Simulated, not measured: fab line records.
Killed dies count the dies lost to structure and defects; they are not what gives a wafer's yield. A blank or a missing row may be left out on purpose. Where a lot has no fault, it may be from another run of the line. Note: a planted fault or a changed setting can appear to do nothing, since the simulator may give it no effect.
Matching of chambers -- flow sky130 -- SKY_VIA1_ETCH_15 on rie_diel-03 has 4 sister chambers
The step etches SiO2 in C4F8/O2/Ar, stops on TiN, target depth 351 nm, time 54 s. 8 wafers are shown with their chamber, then 7 later ones without.

EACH WAFER AND ITS CHAMBER
wafer,chamber,oes_product_au (a.u.)
L938.2,3,0.990
L938.3,1,0.976
L939.3,3,0.987
L939.5,1,0.986
L941.4,2,0.985
L941.6,0,0.981
L943.1,0,0.977
L943.4,2,0.975

WAFERS WITHOUT THEIR CHAMBER
wafer,oes_product_au (a.u.)
L943.6,0.981
L950.4,0.984
L950.5,0.968
L950.6,0.980
L956.1,0.969
L956.2,0.977
L956.3,0.983

WHICH CHAMBER EACH WENT THROUGH
wafer,from the rows above,in truth
L943.6,can't be placed: 1 or 2 or 0 or 3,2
L950.4,can't be placed: 1 or 2 or 3 or 0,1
L950.5,can't be placed: 0 or 2 or 1 or 3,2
L950.6,can't be placed: 2 or 0 or 1 or 3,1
L956.1,can't be placed: 0 or 2 or 1 or 3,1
L956.2,can't be placed: 0 or 2 or 1 or 3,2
L956.3,can't be placed: 1 or 2 or 0 or 3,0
0 of 7 placed correctly. Unplaceable from these rows: 7, with the true chamber sitting among the candidates in 7. Wrongly placed: 0.
How it was worked out, from the rows above alone: a wafer's distance from a chamber is the root of the sum, over the readings, of the square of ((its reading less the chamber's mean) divided by the reading's scatter). If the next closest chamber is less than 2 further off than the closest, the wafer can't be placed; otherwise it belongs to the closest. The mean given for a chamber averages the wafers shown for that chamber. How the scatter is found: for the shown wafers, subtract from each reading the mean of its chamber, square and add these, divide the total by (wafers less chambers), then take the root.
